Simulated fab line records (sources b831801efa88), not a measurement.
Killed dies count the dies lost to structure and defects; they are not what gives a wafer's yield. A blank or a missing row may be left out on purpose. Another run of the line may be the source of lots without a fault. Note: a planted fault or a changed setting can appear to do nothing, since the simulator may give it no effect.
Which of the tools did it? | flow sky130 | 42 wafers from 14 lots sampled at 5 of the route's 708 steps

## WHAT THE GAUGES SHOWED, per wafer
SKY_NWELL_THK_MEAS_02. Usual: NWELL_OXIDATION_THK 10.06 nm, standard deviation 0.22.
lot  | measured    | on            | NWELL_OXIDATION_THK (nm) | flag
L271 | day 2 10:40 | film-metro-02 | 10.42 10.39 10.29        |
L272 | day 2 19:58 | film-metro-01 | 9.72 9.74 9.92           |
L273 | day 3 01:05 | film-metro-02 | 10.62 10.25 10.22        |
L274 | day 3 02:59 | film-metro-03 | 9.92 9.82 9.82           |
L275 | day 3 10:50 | film-metro-02 | 10.12 10.13 10.18        |
L276 | day 3 16:17 | film-metro-02 | 9.76 9.90 9.85           |
L277 | day 3 21:38 | film-metro-02 | 10.13 9.98 10.03         |
L278 | day 4 01:58 | film-metro-03 | 10.11 10.05 10.05        |
L279 | day 4 08:43 | film-metro-03 | 10.42 10.28 10.34        |
L280 | day 4 11:35 | film-metro-02 | 9.66 9.60 9.90           |
L281 | day 4 14:30 | film-metro-02 | 10.45 10.25 10.32        |
L287 | day 6 04:14 | film-metro-01 | 10.14 9.97 10.12         |
L289 | day 6 09:25 | film-metro-03 | 10.06 10.01 10.03        |
L293 | day 7 06:16 | film-metro-03 | 9.77 9.54 9.81           |

SKY_VT_ADJUST_HVTR_CD_MEAS_07: target cd 380 nm. Usual: cd-nm 379.6 nm, standard deviation 2.5.
lot  | measured     | on        | cd-nm (nm)        | flag
L271 | day 9 06:06  | cd-sem-01 | 384.1 380.5 380.1 |
L272 | day 9 21:22  | cd-sem-01 | 379.7 384.8 380.9 |
L273 | day 10 04:02 | cd-sem-01 | 383.3 382.1 382.0 |
L274 | day 10 06:40 | cd-sem-02 | 380.7 382.1 379.9 |
L275 | day 10 19:38 | cd-sem-01 | 380.7 377.9 381.1 |
L276 | day 11 01:43 | cd-sem-02 | 381.0 380.7 382.8 |
L277 | day 11 08:55 | cd-sem-01 | 377.6 381.5 381.4 |
L278 | day 11 16:50 | cd-sem-01 | 376.2 375.5 373.3 |
L279 | day 12 00:14 | cd-sem-02 | 379.8 381.3 383.4 |
L280 | day 12 03:05 | cd-sem-02 | 378.8 379.2 380.7 |
L281 | day 12 11:05 | cd-sem-01 | 379.4 379.7 380.8 |
L287 | day 14 15:10 | cd-sem-02 | 384.0 383.7 381.3 |
L289 | day 14 19:47 | cd-sem-02 | 380.4 377.5 380.0 |
L293 | day 16 03:05 | cd-sem-01 | 378.8 380.0 380.3 |

## TOOL THAT RAN EACH LOT (tool first, then ch and the chambers of the sampled wafers, then the start)
lot  | SKY_FIELD_ISO_STRIP_16              | SKY_NWELL_COAT_05                | SKY_NWELL_STRIP_14
L271 | plasma-asher-04 ch 0, day 2 03:54   | litho-track-02 ch 0, day 4 01:52 | plasma-asher-02 ch 0, day 4 11:10
L272 | plasma-asher-04 ch 1, day 2 09:57   | litho-track-02 ch 0, day 4 12:28 | plasma-asher-03 ch 0,1, day 4 21:41
L273 | plasma-asher-03 ch 0,1, day 2 15:54 | litho-track-04 ch 0, day 4 17:56 | plasma-asher-03 ch 0,1, day 5 03:37
L274 | plasma-asher-04 ch 0,1, day 2 20:30 | litho-track-04 ch 0, day 4 20:52 | plasma-asher-03 ch 0,1, day 5 06:14
L275 | plasma-asher-02 ch 0, day 3 00:43   | litho-track-04 ch 0, day 5 05:17 | plasma-asher-03 ch 1, day 5 15:37
L276 | plasma-asher-03 ch 1, day 3 08:48   | litho-track-04 ch 0, day 5 11:52 | plasma-asher-01 ch 0,1, day 5 21:28
L277 | plasma-asher-04 ch 0,1, day 3 13:14 | litho-track-04 ch 0, day 5 17:05 | plasma-asher-03 ch 0,1, day 6 02:42
L278 | plasma-asher-03 ch 0,1, day 3 17:56 | litho-track-04 ch 0, day 5 22:50 | plasma-asher-03 ch 0,1, day 6 08:31
L279 | plasma-asher-02 ch 0,1, day 4 01:08 | litho-track-01 ch 0, day 6 04:31 | plasma-asher-02 ch 0,1, day 6 14:45
L280 | plasma-asher-02 ch 0,1, day 4 05:48 | litho-track-01 ch 0, day 6 08:44 | plasma-asher-01 ch 0,1, day 6 18:43
L281 | plasma-asher-04 ch 0,1, day 4 08:17 | litho-track-02 ch 0, day 6 11:51 | plasma-asher-03 ch 0,1, day 6 22:09
L287 | plasma-asher-03 ch 0,1, day 5 16:59 | litho-track-02 ch 0, day 8 05:16 | plasma-asher-03 ch 0,1, day 8 16:39
L289 | plasma-asher-04 ch 0,1, day 6 02:18 | litho-track-02 ch 0, day 8 09:48 | plasma-asher-02 ch 0,1, day 8 20:37
L293 | plasma-asher-03 ch 0, day 7 00:33   | litho-track-01 ch 0, day 9 08:29 | plasma-asher-03 ch 0,1, day 9 20:35
- SKY_FIELD_ISO_STRIP_16: strips in O2/N2.
- SKY_NWELL_COAT_05: resist thk 3000 nm.
- SKY_NWELL_STRIP_14: strips in O2/N2.

## AS READ BY THE TOOLS THEMSELVES (means over the sampled wafers that have a number; for cases with no such wafer, the mark the record gives instead)
SKY_FIELD_ISO_STRIP_16. Usual: drypump-motor-current-A 6.0 A, standard deviation 0.51; n2-flow-sccm 300.4 sccm, standard deviation 0.78; oes-product-au 0.378 a.u., standard deviation 0.0046; strip-time-to-endpoint-s 3.55 s, standard deviation 0.034.
lot  | tool            | drypump-motor-current-A (A) | n2-flow-sccm (sccm) | oes-product-au (a.u.) | strip-time-to-endpoint-s (s) | flag
L271 | plasma-asher-04 | 5.4                         | 300.7               | 0.376                 | 3.52                         |
L272 | plasma-asher-04 | 6.7                         | 300.9               | 0.379                 | 3.58                         |
L273 | plasma-asher-03 | 6.4                         | 299.4               | 0.377                 | 3.53                         |
L274 | plasma-asher-04 | 6.2                         | 300.8               | 0.379                 | 3.57                         |
L275 | plasma-asher-02 | 5.5                         | 300.3               | 0.380                 | 3.54                         |
L276 | plasma-asher-03 | 6.4                         | 299.9               | 0.380                 | 3.52                         |
L277 | plasma-asher-04 | 6.2                         | 300.1               | 0.380                 | 3.59                         |
L278 | plasma-asher-03 | 6.4                         | 300.4               | 0.378                 | 3.55                         |
L279 | plasma-asher-02 | 5.6                         | 299.9               | 0.377                 | 3.57                         |
L280 | plasma-asher-02 | 5.6                         | 300.7               | 0.376                 | 3.53                         |
L281 | plasma-asher-04 | 5.8                         | 300.1               | 0.383                 | 3.57                         |
L287 | plasma-asher-03 | 6.4                         | 300.4               | 0.374                 | 3.52                         |
L289 | plasma-asher-04 | 6.3                         | 300.7               | 0.379                 | 3.56                         |
L293 | plasma-asher-03 | 6.4                         | 301.3               | 0.376                 | 3.60                         |

SKY_NWELL_STRIP_14. Usual: drypump-motor-current-A 6.1 A, standard deviation 0.36; n2-flow-sccm 300.0 sccm, standard deviation 0.91; oes-product-au 0.723 a.u., standard deviation 0.004; strip-time-to-endpoint-s 36.97 s, standard deviation 0.11.
lot  | tool            | drypump-motor-current-A (A) | n2-flow-sccm (sccm) | oes-product-au (a.u.) | strip-time-to-endpoint-s (s) | flag
L271 | plasma-asher-02 | 5.5                         | 300.1               | 0.727                 | 37.02                        |
L272 | plasma-asher-03 | 6.4                         | 300.5               | 0.722                 | 37.01                        |
L273 | plasma-asher-03 | 6.4                         | 300.5               | 0.725                 | 36.92                        |
L274 | plasma-asher-03 | 6.4                         | 299.3               | 0.724                 | 36.74                        |
L275 | plasma-asher-03 | 6.4                         | 301.4               | 0.725                 | 36.79                        |
L276 | plasma-asher-01 | 5.7                         | 300.8               | 0.726                 | 37.06                        |
L277 | plasma-asher-03 | 6.4                         | 299.0               | 0.720                 | 36.90                        |
L278 | plasma-asher-03 | 6.4                         | 300.0               | 0.725                 | 36.92                        |
L279 | plasma-asher-02 | 5.8                         | 299.9               | 0.722                 | 37.07                        |
L280 | plasma-asher-01 | 5.7                         | 300.2               | 0.720                 | 36.92                        |
L281 | plasma-asher-03 | 6.4                         | 300.6               | 0.726                 | 37.10                        |
L287 | plasma-asher-03 | 6.4                         | 299.9               | 0.719                 | 20.74                        | OFF
L289 | plasma-asher-02 | 5.7                         | 299.1               | 0.720                 | 20.88                        | OFF
L293 | plasma-asher-03 | 6.4                         | 300.5               | 0.725                 | 36.95                        |

## THE ANSWER, worked out from the rows above alone
Rule: a lot is off if the mean of its wafers that have a number lies more than 3 standard deviations from the usual mean. Also off: a lot with no number at a reading for which 4 or more lots have one. Any other lot the step has rows for is counted as sound. First the gauges in route order, then the tools' own readings, where a lot's mean is used as printed above. The first step at which some lot is off is used, and at that step the reading that is off furthest; a lot without a number counts as furthest.
Off, at SKY_NWELL_STRIP_14 on strip-time-to-endpoint-s: L287, L289.
A tool fits if, at that step or a process step before it, it ran every lot that is off, and no sound lot after the first of them. One fits: litho-track-02 at SKY_NWELL_COAT_05. Its last sound lot is L281 (day 6 11:51), its first lot that is off L287 (day 8 05:16): a fault that began between those two fits.

## WHAT HAD BEEN PUT IN BY THE SIMULATOR
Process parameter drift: litho-track-02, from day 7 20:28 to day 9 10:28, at SKY_NWELL_COAT_05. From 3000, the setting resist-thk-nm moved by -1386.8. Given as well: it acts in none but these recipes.
Shown lots that were struck: L287, L289. Same finding as the rule above.
